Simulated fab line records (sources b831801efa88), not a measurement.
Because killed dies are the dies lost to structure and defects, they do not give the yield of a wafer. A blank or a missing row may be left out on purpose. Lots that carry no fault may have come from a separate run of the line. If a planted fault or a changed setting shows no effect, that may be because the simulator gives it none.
fab line records ; flow sky130
record: lots: 6; wafers: 18; last_day: 50
route steps=708 shown VIA1@467 METAL2@483 PAD_OPEN@708
lots untouched by any fault: they come from a run of this same line in which no faults occurred
start_h: hours from the record's first day to the start of the lot's first wafer shown ; wait_h: hours since the lot's step before ; " unchanged from the row above ; L1.1+2: a single row standing in for several wafers ; - no value, or no start given ; * or withheld: withheld ; < > ~ a bound
route shown NAME@n: a module of which the file shows steps, and the number in the route of the first ; usual: mean/standard deviation taken from wafers without a fault ; same: alike in all rows ; chamber/n: place in a boat ; sites: readings site by site ; _std_site: the values' standard deviation ; _edge_site: inner sites' mean taken away from outer sites' mean ; radius_mm: how far each site lies from the wafer's centre ; mask NAME#n: copy n ; behind: the most recent tool/chamber to have shaped the wafer ; hold: what put the lot on hold/how long, in hours/how the hold closed ; device: which transistor (n, p or np) failed to switch ; end of line: the same wafers' tests at the end of the route ; where a step has no rows: the recipe by itself ; killed: dies that structure and defects cost at the first sort, which is not the same as the wafer's yield ; map: a wafer's dies, marking killed ones x, the rest . and places with no die _
set.NAME: setting as actually run; set.NAME@STEP: the setting as run at that earlier step ; model.NAME: the simulator's own value behind a step, which no gauge read
lots at some steps of the route; a table a step, a row a wafer
services: a tool's chamber out of use, with start hour (start_h, from the record's first day; less than 0 if before it), hours out, and reason
== steps ==
step: SKY_VIA1_EXPOSE_09
recipe: mask_id: VIM; na: 0.8; source_shape: annular; sigma_inner: 0.55; sigma_outer: 0.85; target_cd_nm: 150; dose_mj: 38
step: SKY_VIA1_PEB_10
recipe: peb_temp_c: withheld; peb_time_s: withheld; resist: KrF-thick
step: SKY_VIA1_DEVELOP_11
recipe: develop_time_s: 61.76; resist: KrF-thick; dev_temp_c: 21
step: SKY_VIA1_CD_MEAS_12
recipe: target_cd_nm: 150
usual: cd_nm: 150.0/1.6
lot.wafer;tool;chamber;start_h;wait_h;cd_nm
L397.2;cd_sem-01;-;834.24;-;147.2
L397.5;cd_sem-01;-;834.24;-;146.1
L397.6;cd_sem-01;-;834.24;-;147.4
L398.1;cd_sem-02;-;842.21;-;151.9
L398.5;cd_sem-02;-;842.21;-;149.9
L398.6;cd_sem-02;-;842.21;-;150.9
L406.4;cd_sem-02;-;902.38;-;150.9
L406.5;cd_sem-02;-;902.38;-;152.9
L406.6;cd_sem-02;-;902.38;-;151.1
L408.2;cd_sem-01;-;920.54;-;155.0
L408.4;cd_sem-01;-;920.54;-;152.3
L408.6;cd_sem-01;-;920.54;-;151.5
L411.3;cd_sem-02;-;934.61;-;149.8
L411.5;cd_sem-02;-;934.61;-;150.4
L411.6;cd_sem-02;-;934.61;-;150.3
L413.1;cd_sem-01;-;944.60;-;150.4
L413.2;cd_sem-01;-;944.60;-;150.6
L413.4;cd_sem-01;-;944.60;-;149.6
step: SKY_VIA1_OVL_MEAS_13
usual: VIA1_OVL: -2/5
lot.wafer;tool;chamber;start_h;wait_h;VIA1_OVL[nm]
L397.2;overlay-01;-;834.35;0.1;-3
L397.5;overlay-01;-;834.35;0.1;-6
L397.6;overlay-01;-;834.35;0.1;-8
L398.1;overlay-01;-;842.33;0.1;-6
L398.5;overlay-01;-;842.33;0.1;-7
L398.6;overlay-01;-;842.33;0.1;-6
L406.4;overlay-01;-;902.46;0.1;2
L406.5;overlay-01;-;902.46;0.1;4
L406.6;overlay-01;-;902.46;0.1;0
L408.2;overlay-01;-;920.65;0.1;-3
L408.4;overlay-01;-;920.65;0.1;-2
L408.6;overlay-01;-;920.65;0.1;-5
L411.3;overlay-01;-;934.70;0.1;3
L411.5;overlay-01;-;934.70;0.1;-3
L411.6;overlay-01;-;934.70;0.1;9
L413.1;overlay-01;-;944.72;0.1;-1
L413.2;overlay-01;-;944.72;0.1;14
L413.4;overlay-01;-;944.72;0.1;3
step: SKY_VIA1_ETCH_14
recipe: chemistry: N2/H2; target: BARC; ion_energy_ev: 200; source_w: 500; bias_w: 100; pressure_mtorr: 30; n2_flow_sccm: 100; h2_flow_sccm: 200; stop_on: SiO2; time_s: 45.9; target_depth_a: 600
usual: drypump_motor_current_A: 5.72/0.22; oes_product_au: 0.855/0.0048; throttle_valve_pct: 13.224/0.0098
lot.wafer;tool;chamber;start_h;wait_h;drypump_motor_current_A;oes_product_au;rf_hours_counter_h;throttle_valve_pct
L397.2;rie_diel-01;1;834.38;0.0;6.57;0.849;5;13.212
L397.5;rie_diel-01;1;834.38;0.0;6.56;0.859;-;13.212
L397.6;rie_diel-01;0;834.38;0.0;5.43;0.851;-;13.224
L398.1;rie_diel-01;1;842.36;0.0;6.56;0.857;5;13.229
L398.5;rie_diel-01;2;842.36;0.0;5.96;0.856;-;13.235
L398.6;rie_diel-01;3;842.36;0.0;5.62;0.849;-;13.229
L406.4;rie_diel-02;0;902.48;0.0;5.65;0.860;18;13.210
L406.5;rie_diel-02;1;902.48;0.0;5.88;0.855;-;13.231
L406.6;rie_diel-02;0;902.48;0.0;5.66;0.867;-;13.234
L408.2;rie_diel-02;1;920.68;0.0;5.91;0.856;27;13.221
L408.4;rie_diel-02;3;920.68;0.0;5.76;0.860;14;13.221
L408.6;rie_diel-02;1;920.68;0.0;5.90;0.850;-;13.219
L411.3;rie_diel-03;3;934.73;0.0;5.53;0.862;14;13.217
L411.5;rie_diel-03;0;934.73;0.0;5.67;0.849;-;13.219
L411.6;rie_diel-03;1;934.73;0.0;5.66;0.849;-;13.207
L413.1;rie_diel-02;3;944.76;0.0;5.77;0.854;15;13.225
L413.2;rie_diel-02;2;944.76;0.0;5.60;0.859;20;13.214
L413.4;rie_diel-02;1;944.76;0.0;5.87;0.860;28;13.225
step: SKY_VIA1_ETCH_15
recipe: target: SiO2; chemistry: C4F8/O2/Ar; target_depth_nm: 351; stop_on: TiN; mask_material: KrF-thick; source_w: 1500; bias_w: 1200; pressure_mtorr: 40; c4f8_flow_sccm: withheld; O2_flow_sccm: 6; Ar_flow_sccm: 300; time_s: 54
usual: oes_product_au: 0.981/0.0056
lot.wafer;tool;chamber;start_h;wait_h;oes_product_au;rf_hours_counter_h
L397.2;rie_diel-01;1;834.42;0.0;0.987;5
L397.5;rie_diel-01;1;834.42;0.0;0.977;-
L397.6;rie_diel-01;0;834.42;0.0;0.975;-
L398.1;rie_diel-01;1;842.40;0.0;0.981;5
L398.5;rie_diel-01;2;842.40;0.0;0.990;-
L398.6;rie_diel-01;3;842.40;0.0;0.984;-
L406.4;rie_diel-02;0;902.52;0.0;0.978;18
L406.5;rie_diel-02;1;902.52;0.0;0.982;-
L406.6;rie_diel-02;0;902.52;0.0;0.985;-
L408.2;rie_diel-02;1;920.72;0.0;0.977;27
L408.4;rie_diel-02;3;920.72;0.0;0.983;14
L408.6;rie_diel-02;1;920.72;0.0;0.975;-
L411.3;rie_diel-03;3;934.77;0.0;0.979;14
L411.5;rie_diel-03;0;934.77;0.0;0.986;-
L411.6;rie_diel-03;1;934.77;0.0;0.967;-
L413.1;rie_diel-02;3;944.80;0.0;0.991;15
L413.2;rie_diel-02;2;944.80;0.0;0.987;20
L413.4;rie_diel-02;1;944.80;0.0;0.980;28
step: SKY_VIA1_STRIP_16
recipe: chemistry: O2/N2; power_w: 1400; pressure_mtorr: 1500; platen_temp_c: withheld; o2_flow_sccm: 3000; n2_flow_sccm: 300; overash_fraction: 0.5
usual: drypump_motor_current_A: 5.5/0.39; oes_product_au: 0.416/0.0044; strip_time_to_endpoint_s: 4.454/0.023
lot.wafer;tool;chamber;start_h;wait_h;drypump_motor_current_A;oes_product_au;rf_hours_counter_h;strip_time_to_endpoint_s
L397.2;plasma_asher-03;1;834.47;0.0;5.9;0.405;105;4.420
L397.5;plasma_asher-03;0;834.47;0.0;5.1;0.412;-;4.459
L397.6;plasma_asher-03;1;834.47;0.0;5.9;0.416;-;4.469
L398.1;plasma_asher-01;1;842.45;0.0;5.6;0.413;43;4.469
L398.5;plasma_asher-01;1;842.45;0.0;5.6;0.412;-;4.447
L398.6;plasma_asher-01;0;842.45;0.0;5.7;0.418;-;4.452
L406.4;plasma_asher-04;1;902.60;0.1;5.0;0.425;-;4.468
L406.5;plasma_asher-04;1;902.60;0.1;5.0;0.420;-;4.475
L406.6;plasma_asher-04;0;902.60;0.1;6.0;0.417;-;4.463
L408.2;plasma_asher-04;1;920.77;0.0;5.1;0.416;18;4.466
L408.4;plasma_asher-04;0;920.77;0.0;6.0;0.421;-;4.440
L408.6;plasma_asher-04;0;920.77;0.0;6.0;0.413;-;4.496
L411.3;plasma_asher-03;1;934.85;0.1;5.9;0.422;-;4.418
L411.5;plasma_asher-03;1;934.85;0.1;5.9;0.415;-;4.456
L411.6;plasma_asher-03;0;934.85;0.1;5.1;0.407;-;4.454
L413.1;plasma_asher-01;0;944.85;0.0;5.7;0.413;52;4.435
L413.2;plasma_asher-01;1;944.85;0.0;5.6;0.420;52;4.412
L413.4;plasma_asher-01;0;944.85;0.0;5.7;0.425;-;4.478
step: SKY_VIA1_STRIP_17
recipe: chemistry: post_etch_residue_remover; time_s: 1200; temp_c: 72.5
step: SKY_VIA1_CLEAN_18
recipe: chemistry: IPA; time_s: 180; temp_c: 25
step: SKY_VIA1_CLEAN_19
recipe: chemistry: O3/DIW; dry: n2_spin
step: SKY_VIA1_SPUTTER_20
recipe: material: TiN; target_thk_nm: 20; chamber_pressure_pa: 5; power_w: 4000; time_s: 80
usual: throttle_valve_pct: 30.1/0.86
lot.wafer;tool;chamber;start_h;wait_h;throttle_valve_pct
L397.2;pvd_sputter-01;-;835.49;0.0;30.8
L397.5;pvd_sputter-01;-;835.49;0.0;30.4
L397.6;pvd_sputter-01;-;835.49;0.0;30.3
L398.1;pvd_sputter-01;-;843.04;0.0;31.6
L398.5;pvd_sputter-01;-;843.04;0.0;30.2
L398.6;pvd_sputter-01;-;843.04;0.0;31.4
L406.4;pvd_sputter-01;-;903.28;0.0;30.0
L406.5;pvd_sputter-01;-;903.28;0.0;30.3
L406.6;pvd_sputter-01;-;903.28;0.0;31.8
L408.2;pvd_sputter-03;-;921.36;0.0;29.7
L408.4;pvd_sputter-03;-;921.36;0.0;28.8
L408.6;pvd_sputter-03;-;921.36;0.0;30.3
L411.3;pvd_sputter-03;-;935.41;0.0;29.4
L411.5;pvd_sputter-03;-;935.41;0.0;29.5
L411.6;pvd_sputter-03;-;935.41;0.0;30.3
L413.1;pvd_sputter-01;-;945.47;0.0;30.2
L413.2;pvd_sputter-01;-;945.47;0.0;30.3
L413.4;pvd_sputter-01;-;945.47;0.0;31.4
step: SKY_VIA1_CVD_21
recipe: material: W; target_thk_nm: 270; time_s: 80.902; temp_c: 400; pressure_torr: 40
usual: heater_power_w: 801/78
lot.wafer;tool;chamber;start_h;wait_h;heater_power_w;model.W_of_VIA1_CVD_21.thk_nm
L397.2;cvd_w-02;0;835.55;0.0;744;266.9
L397.5;cvd_w-02;0;835.55;0.0;742;268
L397.6;cvd_w-02;1;835.55;0.0;796;278.1
L398.1;cvd_w-01;0;843.10;0.0;921;275.9
L398.5;cvd_w-01;1;843.10;0.0;744;271.3
L398.6;cvd_w-01;0;843.10;0.0;894;273
L406.4;cvd_w-02;0;903.37;0.1;734;234.4
L406.5;cvd_w-02;0;903.37;0.1;720;237.2
L406.6;cvd_w-02;1;903.37;0.1;789;241.8
L408.2;cvd_w-02;1;921.42;0.0;761;236.5
L408.4;cvd_w-02;0;921.42;0.0;683;235.2
L408.6;cvd_w-02;0;921.42;0.0;700;234
L411.3;cvd_w-01;0;935.50;0.1;920;272
L411.5;cvd_w-01;1;935.50;0.1;732;267.2
L411.6;cvd_w-01;0;935.50;0.1;938;275.4
L413.1;cvd_w-01;0;945.53;0.0;933;271.8
L413.2;cvd_w-01;1;945.53;0.0;759;265.2
L413.4;cvd_w-01;0;945.53;0.0;913;273.1
step: SKY_VIA1_RS_MEAS_22
recipe: thk_meas_gauge: four-point-probe; reads: W_of_VIA1_CVD_21+TiN_of_VIA1_SPUTTER_20
usual: VIA1_W_RS: 0.424/0.007
lot.wafer;tool;chamber;start_h;wait_h;VIA1_W_RS[ohm/sq]
L397.2;film_metro-04;-;835.66;0.1;0.430
L397.5;film_metro-04;-;835.66;0.1;0.429
L397.6;film_metro-04;-;835.66;0.1;0.413
L398.1;film_metro-04;-;843.20;0.1;0.416
L398.5;film_metro-04;-;843.20;0.1;0.424
L398.6;film_metro-04;-;843.20;0.1;0.422
L406.4;film_metro-01;-;903.49;0.1;0.491
L406.5;film_metro-01;-;903.49;0.1;0.486
L406.6;film_metro-01;-;903.49;0.1;0.477
L408.2;film_metro-04;-;921.53;0.1;0.486
L408.4;film_metro-04;-;921.53;0.1;0.490
L408.6;film_metro-04;-;921.53;0.1;0.492
L411.3;film_metro-01;-;935.60;0.1;0.423
L411.5;film_metro-01;-;935.60;0.1;0.430
L411.6;film_metro-01;-;935.60;0.1;0.418
L413.1;film_metro-04;-;945.63;0.1;0.423
L413.2;film_metro-04;-;945.63;0.1;0.433
L413.4;film_metro-04;-;945.63;0.1;0.421
step: SKY_VIA1_THK_MEAS_23
recipe: thk_meas_gauge: xrf; reads: W_of_VIA1_CVD_21
usual: VIA1_W_THK: 275/5
lot.wafer;tool;chamber;start_h;wait_h;VIA1_W_THK[nm]
L397.2;film_metro-04;-;835.77;0.1;272
L397.5;film_metro-04;-;835.77;0.1;272
L397.6;film_metro-04;-;835.77;0.1;282
L398.1;film_metro-04;-;843.32;0.1;282
L398.5;film_metro-04;-;843.32;0.1;277
L398.6;film_metro-04;-;843.32;0.1;278
L406.4;film_metro-01;-;903.58;0.1;238
L406.5;film_metro-01;-;903.58;0.1;241
L406.6;film_metro-01;-;903.58;0.1;245
L408.2;film_metro-04;-;921.64;0.1;240
L408.4;film_metro-04;-;921.64;0.1;239
L408.6;film_metro-04;-;921.64;0.1;238
L411.3;film_metro-01;-;935.70;0.1;278
L411.5;film_metro-01;-;935.70;0.1;274
L411.6;film_metro-01;-;935.70;0.1;281
L413.1;film_metro-04;-;945.75;0.1;278
L413.2;film_metro-04;-;945.75;0.1;270
L413.4;film_metro-04;-;945.75;0.1;279
step: SKY_VIA1_CMP_24
recipe: stop_on: SiO2; t_overpolish_s: 15; down_force_psi: 3.5; platen_rpm: 60; target_thk_nm: 0; pad_velocity_m_s: 0.94248
usual: motor_current_A: 11.0/0.77; time_to_endpoint_s: 65.4/2.8
lot.wafer;tool;chamber;start_h;wait_h;motor_current_A;time_to_endpoint_s
L397.2;cmp-02;0;835.92;0.1;11.9;69.1
L397.5;cmp-02;2;835.92;0.1;10.5;65.0
L397.6;cmp-02;3;835.92;0.1;11.4;67.5
L398.1;cmp-01;3;843.38;0.1;11.0;66.2
L398.5;cmp-01;3;843.38;0.1;11.1;66.4
L398.6;cmp-01;0;843.38;0.1;10.6;66.1
L406.4;cmp-01;3;903.61;0.0;10.9;56.4
L406.6;cmp-01;3;903.61;0.0;10.7;58.3
L406.5;cmp-01;0;903.61;0.0;10.8;52.6
L408.4;cmp-02;2;921.74;0.1;10.5;54.6
L408.2;cmp-02;0;921.74;0.1;12.4;59.3
L408.6;cmp-02;2;921.74;0.1;11.1;57.0
L411.3;cmp-01;0;935.89;0.2;10.5;64.0
L411.5;cmp-01;1;935.89;0.2;13.0;63.6
L411.6;cmp-01;2;935.89;0.2;10.2;64.9
L413.2;cmp-02;0;945.86;0.1;11.7;70.5
L413.4;cmp-02;1;945.86;0.1;12.2;67.3
L413.1;cmp-02;2;945.86;0.1;10.1;66.5
step: SKY_METAL2_SPUTTER_00
recipe: material: Ti; target_thk_nm: 15; power_w: 3000; time_s: 10; chamber_pressure_pa: 0.4
usual: throttle_valve_pct: 29.8/1.1
lot.wafer;tool;chamber;start_h;wait_h;throttle_valve_pct
L397.2;pvd_sputter-03;-;836.12;0.1;28.5
L397.5;pvd_sputter-03;-;836.12;0.1;28.7
L397.6;pvd_sputter-03;-;836.12;0.1;30.6
L398.1;pvd_sputter-02;-;843.68;0.2;27.6
L398.5;pvd_sputter-02;-;843.68;0.2;29.3
L398.6;pvd_sputter-02;-;843.68;0.2;29.4
L406.4;pvd_sputter-03;-;903.91;0.2;30.6
L406.5;pvd_sputter-03;-;903.91;0.2;31.3
L406.6;pvd_sputter-03;-;903.91;0.2;29.4
L408.2;pvd_sputter-02;-;921.99;0.1;27.8
L408.4;pvd_sputter-02;-;921.99;0.1;29.7
L408.6;pvd_sputter-02;-;921.99;0.1;29.3
L411.3;pvd_sputter-03;-;936.04;0.1;29.0
L411.5;pvd_sputter-03;-;936.04;0.1;29.2
L411.6;pvd_sputter-03;-;936.04;0.1;31.3
L413.1;pvd_sputter-02;-;946.11;0.1;29.6
L413.2;pvd_sputter-02;-;946.11;0.1;29.2
L413.4;pvd_sputter-02;-;946.11;0.1;27.7
step: SKY_PAD_OPEN_PROBE_99
usual: defect_limited_yield: 82.2/2.2; killed_at_M0_to_M3: 45/7.1; killed_at_M4_up: 3.0/1.8; killed_at_contacts: 24/5.4; killed_at_front_end: 16/4.9; killed_at_other: 0.3/0.63; killed_dies: 88/11; killed_open: 47/7.4; killed_short: 40/7; sort_bin_3_pad_short: 1.0/0.43; sort_bin_5_function: 10.6/1.7; sort_bin_6_memory: 6.3/1.1; sort_n_pass: 404/11; sort_yield_pct: 82.2/2.2
same: gross_dies: 492; killed_at_back_side: 0; sort_bin_4_leakage[%]: 0; sort_bin_8_speed[%]: 0
lot.wafer;tool;chamber;start_h;wait_h;defect_limited_yield[%];killed_at_M0_to_M3;killed_at_M4_up;killed_at_contacts;killed_at_front_end;killed_at_other;killed_dies;killed_open;killed_short;sort_bin_3_pad_short[%];sort_bin_5_function[%];sort_bin_6_memory[%];sort_n_pass;sort_yield_pct[%]
L398.1;prober-01;-;1112.78;0.1;80.5;44;3;31;17;1;96;52;44;0.8;12.8;5.9;396;80.5
L398.5;prober-01;-;1112.98;0.2;83.5;37;5;26;13;0;81;48;32;1.0;8.5;6.9;411;83.5
L398.6;prober-01;-;1113.03;0.2;81.5;47;1;31;12;0;91;61;30;0.6;11.0;6.9;401;81.5
L408.2;prober-01;-;1171.36;0.1;79.9;52;4;32;11;0;99;53;46;0.8;12.0;7.3;393;79.9
L408.4;prober-01;-;1171.46;0.2;85.2;33;2;22;16;0;73;34;39;0.8;8.3;5.7;419;85.2
L408.6;prober-01;-;1171.56;0.2;85.0;42;3;22;7;0;74;38;36;1.4;8.7;4.9;418;85.0
L411.3;prober-02;-;1182.30;0.2;79.9;52;2;27;18;0;99;45;53;1.2;11.8;7.1;393;79.9
L411.5;prober-02;-;1182.40;0.2;82.9;42;4;26;12;0;84;39;45;0.8;10.8;5.5;408;82.9
L411.6;prober-02;-;1182.45;0.2;80.9;40;4;24;26;0;94;58;36;0.6;11.2;7.3;398;80.9
L413.1;prober-02;-;1188.41;0.1;81.7;46;7;26;11;0;90;45;45;0.8;11.4;6.1;402;81.7
L413.2;prober-02;-;1188.46;0.1;84.6;29;5;28;14;0;76;34;42;0.6;8.5;6.3;416;84.6
L413.4;prober-02;-;1188.56;0.2;82.9;36;1;26;21;0;84;56;28;0.4;11.2;5.5;408;82.9
killed by level:class
L398.1 VIA1:geometric_particle:open=13 CONTACT:geometric_particle:open=10 LOCAL_INTERCONNECT:geometric_particle:short=8 LI_CONTACT:geometric_particle:open=8 FIELD_ISO:geometric_particle:short=5 METAL2:geometric_particle:short=5 METAL1:geometric_particle:short=5 VIA3:geometric_particle:open=5
L398.5 VIA2:geometric_particle:open=10 CONTACT:geometric_particle:open=9 VIA3:geometric_particle:open=7 LI_CONTACT:geometric_particle:open=6 VIA1:geometric_particle:open=6 LOCAL_INTERCONNECT:geometric_particle:short=5 SPACER:geometric_particle:short=3 LOCAL_INTERCONNECT:geometric_particle:open=3
L398.6 CONTACT:geometric_particle:open=13 VIA1:geometric_particle:open=12 FIELD_ISO:geometric_particle:open=8 LI_CONTACT:geometric_particle:open=8 VIA3:geometric_particle:open=8 VIA2:geometric_particle:open=6 VIA3:geometric_particle:short=5 LOCAL_INTERCONNECT:geometric_particle:short=5
L408.2 CONTACT:geometric_particle:open=14 VIA1:geometric_particle:open=11 METAL2:geometric_particle:short=9 VIA3:geometric_particle:open=8 CONTACT:geometric_particle:short=8 METAL1:geometric_particle:short=6 FIELD_ISO:geometric_particle:short=4 LI_CONTACT:geometric_particle:open=4
L408.4 CONTACT:geometric_particle:open=11 POLY_GATE:geometric_particle:short=6 VIA1:geometric_particle:short=6 VIA2:geometric_particle:short=6 POLY_GATE:geometric_particle:open=4 VIA1:geometric_particle:open=4 LOCAL_INTERCONNECT:geometric_particle:short=4 METAL2:geometric_particle:short=4
L408.6 LI_CONTACT:geometric_particle:open=8 METAL1:geometric_particle:short=7 VIA1:geometric_particle:open=7 CONTACT:geometric_particle:open=6 VIA3:geometric_particle:open=6 METAL2:geometric_particle:short=5 VIA2:geometric_particle:short=4 VIA1:geometric_particle:short=4
L411.3 VIA1:geometric_particle:open=10 METAL1:geometric_particle:short=9 CONTACT:geometric_particle:short=8 VIA3:geometric_particle:open=6 CONTACT:geometric_particle:open=6 VIA1:geometric_particle:short=6 LI_CONTACT:geometric_particle:open=5 VIA3:geometric_particle:short=5
L411.5 VIA1:geometric_particle:open=12 CONTACT:geometric_particle:open=7 VIA2:geometric_particle:open=7 CONTACT:geometric_particle:short=6 METAL1:geometric_particle:short=6 VIA1:geometric_particle:short=6 FIELD_ISO:geometric_particle:short=5 LI_CONTACT:geometric_particle:open=5
L411.6 LI_CONTACT:geometric_particle:open=8 CONTACT:geometric_particle:open=8 VIA1:geometric_particle:open=8 POLY_GATE:geometric_particle:open=7 METAL2:geometric_particle:open=6 METAL2:geometric_particle:short=6 FIELD_ISO:geometric_particle:open=5 VIA1:geometric_particle:short=5
L413.1 VIA1:geometric_particle:open=8 LI_CONTACT:geometric_particle:open=7 METAL1:geometric_particle:short=7 VIA3:geometric_particle:open=7 CONTACT:geometric_particle:short=6 VIA2:geometric_particle:open=6 VIA3:geometric_particle:short=6 METAL2:geometric_particle:short=5
L413.2 CONTACT:geometric_particle:open=9 VIA1:geometric_particle:open=8 LOCAL_INTERCONNECT:geometric_particle:short=6 METAL2:geometric_particle:short=6 LI_CONTACT:geometric_particle:short=5 LI_CONTACT:geometric_particle:open=5 FIELD_ISO:geometric_particle:short=4 VIA2:geometric_particle:open=4
L413.4 LI_CONTACT:geometric_particle:open=11 CONTACT:geometric_particle:open=8 FIELD_ISO:geometric_particle:open=7 VIA2:geometric_particle:open=7 VIA3:geometric_particle:open=7 POLY_GATE:geometric_particle:open=6 VIA1:geometric_particle:open=5 CONTACT:geometric_particle:short=4
== services ==
tool;chamber;start_h;hours;kind
cvd_w-01;-;817.99;1.9;repair
cvd_w-01;0;821.27;12.9;repair
rie_diel-02;3;824.26;2.4;repair
cmp-02;-;824.78;1.7;repair
cmp-02;-;845.78;6.2;repair
pvd_sputter-02;-;849.06;1.5;repair
plasma_asher-01;-;853.24;0.7;repair
cmp-02;-;861.20;2.7;pm
rie_diel-03;0;878.38;1.9;repair
plasma_asher-01;-;886.27;11.5;repair
plasma_asher-04;-;888.23;1.2;repair
pvd_sputter-03;-;891.68;1.9;repair
rie_diel-02;2;891.72;3.7;repair
rie_diel-03;2;893.32;25.9;repair
cvd_w-01;1;895.26;7.7;repair
plasma_asher-04;-;895.32;0.3;repair
rie_diel-01;1;901.97;11.0;repair
cvd_w-02;-;904.00;14.0;pm
plasma_asher-03;-;910.96;3.8;repair
cmp-02;-;912.28;4.0;pm
plasma_asher-01;-;921.40;2.8;pm
pvd_sputter-02;-;930.75;5.9;repair
cmp-01;-;945.18;1.9;repair
cvd_w-01;-;945.78;0.8;repair
== key ==
first_sign: step: SKY_VIA1_RS_MEAS_22; reading: VIA1_W_RS; direction: up; sigmas: 9.1; usual: 0.424; struck: 0.487
effect: step: SKY_VIA1_THK_MEAS_23; reading: VIA1_W_THK; direction: down; sigmas: 7; usual: 275; struck: 240
effect: step: SKY_VIA1_CMP_24; reading: time_to_endpoint_s; direction: down; sigmas: 3.2; usual: *; struck: *
model_effect: step: SKY_VIA1_CVD_21; value: W_of_VIA1_CVD_21.thk_nm; without: 268.6; struck: 236.5
met_at SKY_VIA1_CVD_21
struck_wafers L406.4,L406.5,L406.6,L408.2,L408.4,L408.6
onset_between 835.55 903.37
also_fits SKY_VIA1_STRIP_16:plasma_asher-04
fault: kind: process_parameter_drift; tool: cvd_w-02; chamber: -; onset_h: 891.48; steps: SKY_VIA1_CVD_21; channel: target_thk_nm; offset: -31.994; shape: step; end_h: 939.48; acts_in: these_recipes_only; stated: 270
